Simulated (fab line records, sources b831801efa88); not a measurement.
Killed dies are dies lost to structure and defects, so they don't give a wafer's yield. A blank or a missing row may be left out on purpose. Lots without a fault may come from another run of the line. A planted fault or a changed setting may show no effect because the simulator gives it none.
fab line records | flow sky130
record lots=10 wafers=30 last_day=50
route steps=708 shown CONTACT@421 METAL1@436 PAD_OPEN@708
lots that met no fault: from a run of the same line without faults
start_h: hours from the record's first day to the start of the lot's first wafer shown | wait_h: hours since the lot's step before | " the same as in the row above | L1.1+2: a row that stands for several wafers | - no value, or no start given | * or withheld: withheld | < > ~ a bound
route shown NAME@n: a module of which the file shows steps, and the number in the route of the first | usual: mean/standard deviation of fault-free wafers | same: alike in all rows | chamber/n: place in a boat | sites: the reading at each site | _std_site: their standard deviation | _edge_site: outer sites' mean less inner sites' | radius_mm: how far each site lies from the wafer's centre | mask NAME#n: copy n | behind: the tool/chamber that last shaped the wafer | hold: why the lot was held/for how many hours/how that ended | device: the transistor (n, p or np) that didn't switch | end of line: the same wafers' tests at the end of the route | a step without rows: its recipe alone | killed: dies lost to structure and defects at the first sort, not the wafer's yield | map: a wafer's dies, x killed, . not, _ none there
set.NAME: the setting as run; set.NAME@STEP: as run at that earlier step | model.NAME: the simulator's own value behind a step, which no gauge read
steps of the route over a sample of lots; a table a step, a row a wafer
services: from which hour (start_h, from the record's first day; less than 0 if before it) a tool's chamber was out of use, for how many hours, and why
## steps
# step SKY_CONTACT_OVL_MEAS_15
# usual CONTACT_OVL=3/6.2
# columns lot.wafer tool chamber start_h wait_h CONTACT_OVL[nm]
L731.2 overlay-02 - 763.27 0.1 1
L731.3 " - " " -6
L731.5 " - " " -1
L733.2 overlay-02 - 765.82 0.1 12
L733.3 " - " " 3
L733.5 " - " " 3
L737.1 overlay-01 - 791.58 0.1 1
L737.2 " - " " -1
L737.3 " - " " -2
L738.2 overlay-02 - 792.49 0.1 7
L738.3 " - " " 6
L738.4 " - " " 13
L742.2 overlay-02 - 813.07 0.1 4
L742.4 " - " " 3
L742.5 " - " " 13
L741.2 overlay-02 - 814.33 0.1 4
L741.4 " - " " 4
L741.5 " - " " 10
L743.1 overlay-02 - 827.82 0.1 -1
L743.2 " - " " 1
L743.6 " - " " 2
L744.1 overlay-01 - 828.12 0.1 3
L744.2 " - " " 12
L744.5 " - " " -2
L747.1 overlay-01 - 860.27 0.1 -3
L747.2 " - " " -4
L747.6 " - " " -4
L752.1 overlay-02 - 892.81 0.1 2
L752.3 " - " " 1
L752.6 " - " " -15
# step SKY_CONTACT_STRIP_19
# recipe chemistry=O2/N2 power_w=1400 pressure_mtorr=1500 platen_temp_c=withheld o2_flow_sccm=3000 n2_flow_sccm=300 overash_fraction=0.5
# usual chamber_pressure_mTorr=1500.1/1.5 drypump_motor_current_A=6.0/0.52 n2_flow_sccm=299.9/0.93 oes_product_au=0.380/0.0049 strip_time_to_endpoint_s=3.609/0.024
# columns lot.wafer tool chamber start_h wait_h chamber_pressure_mTorr drypump_motor_current_A n2_flow_sccm oes_product_au rf_hours_counter_h strip_time_to_endpoint_s
L731.2 plasma_asher-03 1 763.43 - 1500.7 5.3 298.4 0.375 68 3.597
L731.3 " 1 " " 1502.3 5.3 300.6 0.379 - 3.574
L731.5 " 1 " " 1499.1 5.3 298.9 0.374 - 3.562
L733.2 plasma_asher-02 0 765.98 - 1497.8 6.1 299.6 0.377 34 3.610
L733.3 " 0 " " 1503.0 6.0 300.8 0.388 - 3.618
L733.5 " 1 " " 1500.5 6.8 299.8 0.374 - 3.613
L737.1 plasma_asher-04 1 791.75 - 1497.5 6.6 299.8 0.381 100 3.594
L737.2 " 0 " " 1497.8 5.7 300.4 0.377 100 3.646
L737.3 " 0 " " 1498.2 5.7 300.0 0.386 - 3.631
L738.2 plasma_asher-03 1 792.65 - 1498.2 5.3 301.5 0.377 71 3.585
L738.3 " 0 " " 1499.3 5.8 299.4 0.385 - 3.621
L738.4 " 1 " " 1500.4 5.3 301.3 0.375 - 3.645
L742.2 plasma_asher-03 0 813.23 - 1500.4 5.8 299.1 0.378 73 3.585
L742.4 " 0 " " 1499.6 5.8 299.2 0.379 - 3.611
L742.5 " 0 " " 1502.4 5.8 299.9 0.378 - 3.592
L741.2 plasma_asher-04 0 814.49 - 1499.2 5.7 301.4 0.386 101 3.597
L741.4 " 1 " " 1496.3 6.6 300.5 0.392 - 3.604
L741.5 " 1 " " 1500.9 6.5 299.2 0.374 - 3.585
L743.1 plasma_asher-03 0 827.98 - 1498.6 5.8 300.0 0.384 75 3.637
L743.2 " 1 " " 1502.1 5.3 300.0 0.382 75 3.674
L743.6 " 1 " " 1500.1 5.3 298.9 0.387 - 3.624
L744.1 plasma_asher-04 1 828.29 - 1498.5 6.5 300.3 0.384 103 3.600
L744.2 " 0 " " 1500.2 5.7 300.3 0.377 103 3.597
L744.5 " 1 " " 1501.8 6.5 300.4 0.382 - 3.568
L747.1 plasma_asher-02 0 860.44 - 1500.9 6.1 299.2 0.378 43 3.593
L747.2 " 1 " " 1503.1 6.9 300.0 0.388 43 3.613
L747.6 " 0 " " 1499.2 6.1 299.3 0.377 - 3.594
L752.1 plasma_asher-02 0 892.98 - 1503.4 6.1 299.8 0.381 46 3.593
L752.3 " 1 " " 1499.5 6.8 298.9 0.386 - 3.635
L752.6 " 0 " " 1499.8 6.1 298.6 0.381 - 3.606
# step SKY_METAL1_SPUTTER_02
# recipe material=AlCu target_thk_nm=250 power_w=10600 time_s=13.3 chamber_pressure_pa=0.4
# usual chamber_pressure_pa=0.4000/0.00092 throttle_valve_pct=30.0/0.95
# columns lot.wafer tool chamber start_h wait_h chamber_pressure_pa throttle_valve_pct
L731.2 pvd_sputter-02 - 764.73 0.0 0.3986 30.3
L731.3 " - " " 0.3999 28.7
L731.5 " - " " 0.4008 30.3
L733.2 pvd_sputter-02 - 767.29 0.0 0.4002 30.5
L733.3 " - " " 0.4009 30.4
L733.5 " - " " 0.3999 28.9
L737.1 pvd_sputter-02 - 793.04 0.0 0.3999 30.3
L737.2 " - " " 0.3984 29.1
L737.3 " - " " 0.4009 30.6
L738.2 pvd_sputter-03 - 793.94 0.0 0.3997 29.1
L738.3 " - " " 0.3990 31.4
L738.4 " - " " 0.3998 29.0
L742.2 pvd_sputter-03 - 814.57 0.0 0.3994 29.3
L742.4 " - " " 0.4012 30.3
L742.5 " - " " 0.3999 29.4
L741.2 pvd_sputter-04 - 815.82 0.0 0.3989 28.9
L741.4 " - " " 0.4013 28.1
L741.5 " - " " 0.3995 27.9
L743.1 pvd_sputter-03 - 829.27 0.0 0.3996 31.5
L743.2 " - " " 0.4009 30.4
L743.6 " - " " 0.4005 30.5
L744.1 pvd_sputter-02 - 829.58 0.0 0.4001 30.3
L744.2 " - " " 0.4003 30.5
L744.5 " - " " 0.4008 30.3
L747.1 pvd_sputter-02 - 861.73 0.0 0.4673 26.6
L747.2 " - " " 0.4680 28.3
L747.6 " - " " 0.4652 28.4
L752.1 pvd_sputter-03 - 894.32 0.0 0.3998 29.2
L752.3 " - " " 0.3987 31.3
L752.6 " - " " 0.4001 30.0
# step SKY_METAL1_SPUTTER_04
# recipe material=TiN target_thk_nm=70 power_w=6500 time_s=58.3 chamber_pressure_pa=0.4
# usual chamber_pressure_pa=0.4001/0.00072 throttle_valve_pct=30.1/0.94
# columns lot.wafer tool chamber start_h wait_h chamber_pressure_pa throttle_valve_pct
L731.2 pvd_sputter-02 - 764.78 0.0 0.4007 30.2
L731.3 " - " " 0.4019 29.0
L731.5 " - " " 0.3986 30.3
L733.2 pvd_sputter-02 - 767.33 0.0 0.3989 30.8
L733.3 " - " " 0.3999 30.6
L733.5 " - " " 0.3992 29.0
L737.1 pvd_sputter-02 - 793.09 0.0 0.3991 30.6
L737.2 " - " " 0.4006 28.7
L737.3 " - " " 0.4005 30.6
L738.2 pvd_sputter-03 - 793.99 0.0 0.4011 28.8
L738.3 " - " " 0.4005 31.3
L738.4 " - " " 0.3999 29.1
L742.2 pvd_sputter-03 - 814.61 0.0 0.4011 29.3
L742.4 " - " " 0.3996 30.1
L742.5 " - " " 0.4002 29.1
L741.2 pvd_sputter-04 - 815.87 0.0 0.4007 29.5
L741.4 " - " " 0.3997 27.9
L741.5 " - " " 0.4000 27.8
L743.1 pvd_sputter-03 - 829.32 0.0 0.4012 31.4
L743.2 " - " " 0.3994 30.1
L743.6 " - " " 0.4002 30.1
L744.1 pvd_sputter-02 - 829.62 0.0 0.4007 30.5
L744.2 " - " " 0.4001 30.6
L744.5 " - " " 0.3999 30.4
L747.1 pvd_sputter-02 - 861.77 0.0 0.4000 29.0
L747.2 " - " " 0.3991 30.6
L747.6 " - " " 0.4001 30.4
L752.1 pvd_sputter-03 - 894.36 0.0 0.3999 29.3
L752.3 " - " " 0.4012 31.5
L752.6 " - " " 0.3999 30.2
# step SKY_METAL1_RS_MEAS_05
# recipe thk_meas_gauge=four-point-probe reads=TiN_of_METAL1_SPUTTER_04+Ti_of_METAL1_SPUTTER_03+AlCu_of_METAL1_SPUTTER_02+TiN_of_METAL1_SPUTTER_01+Ti_of_METAL1_SPUTTER_00
# usual METAL1_ALCU_RS=0.1275/0.0014
# columns lot.wafer tool chamber start_h wait_h METAL1_ALCU_RS[ohm/sq]
L731.2 film_metro-02 - 764.85 0.0 0.1264
L731.3 " - " " 0.1289
L731.5 " - " " 0.1266
L733.2 film_metro-02 - 767.40 0.0 0.1271
L733.3 " - " " 0.1265
L733.5 " - " " 0.1267
L737.1 film_metro-03 - 793.13 0.0 0.1283
L737.2 " - " " 0.1283
L737.3 " - " " 0.1277
L738.2 film_metro-03 - 794.06 0.0 0.1276
L738.3 " - " " 0.1272
L738.4 " - " " 0.1286
L742.2 film_metro-02 - 814.68 0.0 0.1237
L742.4 " - " " 0.1235
L742.5 " - " " 0.1237
L741.2 film_metro-03 - 815.93 0.0 0.1256
L741.4 " - " " 0.1258
L741.5 " - " " 0.1260
L743.1 film_metro-03 - 829.37 0.0 0.1286
L743.2 " - " " 0.1287
L743.6 " - " " 0.1282
L744.1 film_metro-04 - 829.67 0.0 0.1260
L744.2 " - " " 0.1265
L744.5 " - " " 0.1264
L747.1 film_metro-04 - 861.82 0.0 0.1366
L747.2 " - " " 0.1368
L747.6 " - " " 0.1370
L752.1 film_metro-02 - 894.41 0.0 0.1271
L752.3 " - " " 0.1284
L752.6 " - " " 0.1275
# step SKY_METAL1_THK_MEAS_06
# recipe thk_meas_gauge=xrf reads=AlCu_of_METAL1_SPUTTER_02
# usual METAL1_ALCU_THK=245.8/2.9
# columns lot.wafer tool chamber start_h wait_h METAL1_ALCU_THK[nm]
L731.2 film_metro-02 - 764.96 0.1 247.8
L731.3 " - " " 241.9
L731.5 " - " " 246.6
L733.2 film_metro-02 - 767.51 0.1 244.9
L733.3 " - " " 245.1
L733.5 " - " " 248.9
L737.1 film_metro-03 - 793.25 0.1 246.3
L737.2 " - " " 245.7
L737.3 " - " " 246.2
L738.2 film_metro-03 - 794.17 0.1 246.4
L738.3 " - " " 245.4
L738.4 " - " " 242.4
L742.2 film_metro-02 - 814.79 0.1 252.8
L742.4 " - " " 252.4
L742.5 " - " " 254.1
L741.2 film_metro-03 - 816.04 0.1 252.4
L741.4 " - " " 250.4
L741.5 " - " " 252.3
L743.1 film_metro-03 - 829.49 0.1 247.1
L743.2 " - " " 246.2
L743.6 " - " " 246.6
L744.1 film_metro-04 - 829.79 0.1 248.1
L744.2 " - " " 248.5
L744.5 " - " " 249.3
L747.1 film_metro-04 - 861.94 0.1 231.1
L747.2 " - " " 231.7
L747.6 " - " " 230.6
L752.1 film_metro-02 - 894.53 0.1 246.1
L752.3 " - " " 241.7
L752.6 " - " " 243.8
# step SKY_PAD_OPEN_PROBE_99
# usual defect_limited_yield=82.4/2 killed_at_M0_to_M3=44/7.4 killed_at_M4_up=3.0/1.6 killed_at_contacts=24/5 killed_at_front_end=15/4.6 killed_at_other=0.4/0.65 killed_dies=86/9.6 killed_open=48/7.4 killed_short=38/6.9 sort_bin_3_pad_short=0.9/0.43 sort_bin_5_function=10.4/1.3 sort_bin_6_memory=6.3/1.2 sort_n_pass=406/9.6 sort_yield_pct=82.4/2
# same gross_dies=492 killed_at_back_side=0 sort_bin_4_leakage[%]=0 sort_bin_8_speed[%]=0
# columns lot.wafer tool chamber start_h wait_h defect_limited_yield[%] killed_at_M0_to_M3 killed_at_M4_up killed_at_contacts killed_at_front_end killed_at_other killed_dies killed_open killed_short sort_bin_3_pad_short[%] sort_bin_5_function[%] sort_bin_6_memory[%] sort_n_pass sort_yield_pct[%]
L737.1 prober-01 - 1116.61 0.1 80.5 43 7 28 18 0 96 49 47 0.4 11.4 7.7 396 80.5
L737.2 prober-01 - 1116.66 0.1 81.3 50 0 27 15 0 92 52 40 2.0 9.6 7.1 400 81.3
L737.3 prober-01 - 1116.71 0.2 80.5 50 4 29 13 0 96 63 33 0.8 9.8 8.9 396 80.5
L738.2 prober-02 - 1118.96 0.1 81.9 50 3 24 11 1 89 46 41 1.0 10.6 6.5 403 81.9
L738.3 prober-02 - 1119.01 0.2 85.4 33 1 27 11 0 72 41 31 0.8 8.3 5.5 420 85.4
L738.4 prober-02 - 1119.06 0.2 79.7 58 6 19 16 1 100 51 49 1.6 11.0 7.7 392 79.7
L742.2 prober-01 - 1132.52 0.1 82.7 42 4 26 13 0 85 48 36 0.2 10.2 6.9 407 82.7
L742.4 prober-01 - 1132.62 0.2 79.5 51 6 29 15 0 101 44 57 1.0 12.2 7.3 391 79.5
L742.5 prober-01 - 1132.67 0.2 81.1 44 7 26 16 0 93 39 54 0.6 12.6 5.7 399 81.1
L747.1 prober-01 - 1168.06 0.1 83.1 45 3 19 16 0 83 39 42 1.2 9.8 5.9 409 83.1
L747.2 prober-01 - 1168.11 0.1 81.3 45 2 34 10 1 92 50 40 1.8 10.6 6.3 400 81.3
L747.6 prober-01 - 1168.31 0.2 80.9 58 2 24 10 0 94 49 44 2.0 10.2 6.9 398 80.9
# killed by level:class
L737.1 CONTACT:geometric_particle:open=13 VIA1:geometric_particle:open=8 FIELD_ISO:geometric_particle:open=6 METAL2:geometric_particle:short=6 VIA2:geometric_particle:open=6 LI_CONTACT:geometric_particle:open=5 CONTACT:geometric_particle:short=5 METAL4:geometric_particle:short=5
L737.2 VIA1:geometric_particle:open=12 LI_CONTACT:geometric_particle:open=9 CONTACT:geometric_particle:open=9 METAL2:geometric_particle:short=9 METAL1:geometric_particle:short=6 VIA3:geometric_particle:open=6 VIA2:geometric_particle:open=5 POLY_GATE:geometric_particle:open=4
L737.3 VIA1:geometric_particle:open=16 CONTACT:geometric_particle:open=13 LI_CONTACT:geometric_particle:open=7 FIELD_ISO:geometric_particle:open=6 VIA3:geometric_particle:short=6 METAL2:geometric_particle:short=6 VIA3:geometric_particle:open=6 VIA2:geometric_particle:open=5
L738.2 VIA1:geometric_particle:open=10 VIA2:geometric_particle:open=9 LI_CONTACT:geometric_particle:open=8 CONTACT:geometric_particle:short=8 VIA1:geometric_particle:short=7 METAL1:geometric_particle:short=6 CONTACT:geometric_particle:open=5 VIA3:geometric_particle:open=5
L738.3 LI_CONTACT:geometric_particle:open=10 METAL1:geometric_particle:short=7 VIA1:geometric_particle:open=7 LI_CONTACT:geometric_particle:short=5 CONTACT:geometric_particle:open=5 VIA3:geometric_particle:open=5 FIELD_ISO:geometric_particle:open=4 METAL3:geometric_particle:short=4
L738.4 VIA1:geometric_particle:open=14 METAL2:geometric_particle:short=10 VIA2:geometric_particle:open=8 LI_CONTACT:geometric_particle:open=6 CONTACT:geometric_particle:short=5 METAL1:geometric_particle:short=5 VIA1:geometric_particle:short=5 VIA3:geometric_particle:open=5
L742.2 CONTACT:geometric_particle:open=12 VIA1:geometric_particle:short=12 VIA1:geometric_particle:open=9 FIELD_ISO:geometric_particle:open=8 METAL2:geometric_particle:short=6 LI_CONTACT:geometric_particle:open=5 CONTACT:geometric_particle:short=5 VIA2:geometric_particle:open=5
L742.4 CONTACT:geometric_particle:open=14 METAL2:geometric_particle:short=8 VIA1:geometric_particle:open=8 METAL1:geometric_particle:short=7 METAL4:geometric_particle:short=6 VIA3:geometric_particle:open=6 VIA1:geometric_particle:short=5 FIELD_ISO:geometric_particle:open=4
L742.5 VIA1:geometric_particle:open=13 CONTACT:geometric_particle:open=9 LOCAL_INTERCONNECT:geometric_particle:short=8 METAL1:geometric_particle:short=8 VIA1:geometric_particle:short=7 METAL2:geometric_particle:short=6 METAL4:geometric_particle:short=5 FIELD_ISO:geometric_particle:open=4
L747.1 VIA1:geometric_particle:open=11 CONTACT:geometric_particle:open=9 METAL1:geometric_particle:short=8 VIA3:geometric_particle:open=5 VIA3:geometric_particle:short=5 FIELD_ISO:geometric_particle:open=4 POLY_GATE:geometric_particle:short=4 METAL3:geometric_particle:short=4
L747.2 CONTACT:geometric_particle:open=11 VIA1:geometric_particle:open=11 LOCAL_INTERCONNECT:geometric_particle:short=7 VIA3:geometric_particle:open=7 LI_CONTACT:geometric_particle:open=6 VIA1:geometric_particle:short=6 CONTACT:geometric_particle:short=5 METAL2:geometric_particle:short=4
L747.6 VIA1:geometric_particle:open=16 VIA3:geometric_particle:open=11 METAL1:geometric_particle:short=6 VIA1:geometric_particle:short=6 VIA3:geometric_particle:short=6 LI_CONTACT:geometric_particle:short=5 LI_CONTACT:geometric_particle:open=5 CONTACT:geometric_particle:open=5
## services
# columns tool chamber start_h hours kind
pvd_sputter-04 - 760.20 1.0 repair
pvd_sputter-04 - 767.44 0.7 repair
plasma_asher-04 - 797.57 4.3 pm
pvd_sputter-02 - 812.79 4.9 repair
pvd_sputter-03 0 821.79 - consumable_replace:kit
pvd_sputter-03 0 821.79 18.0 scheduled_down
pvd_sputter-03 0 821.79 18.0 vent_cycle
plasma_asher-02 - 830.95 2.8 pm
pvd_sputter-04 - 850.81 1.7 repair
## key
first_sign step=SKY_METAL1_SPUTTER_02 reading=chamber_pressure_pa direction=up sigmas=73 usual=0.4000 struck=0.4668
effect step=SKY_METAL1_SPUTTER_02 reading=throttle_valve_pct direction=down sigmas=2.4 usual=30.0 struck=27.7
effect step=SKY_METAL1_RS_MEAS_05 reading=METAL1_ALCU_RS direction=up sigmas=6.6 usual=0.1275 struck=0.1368
effect step=SKY_METAL1_THK_MEAS_06 reading=METAL1_ALCU_THK direction=down sigmas=5 usual=245.8 struck=231.1
met_at SKY_METAL1_SPUTTER_02
struck_lots L747
not_acting_at SKY_CONTACT_OVL_MEAS_15,SKY_CONTACT_STRIP_19,SKY_METAL1_SPUTTER_04
onset_between 829.58 861.73
fault kind=process_parameter_drift tool=pvd_sputter-02 chamber=- onset_h=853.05 steps=SKY_METAL1_SPUTTER_02 channel=chamber_pressure_pa offset=0.067643 shape=step acts_in=these_recipes_only stated=0.4
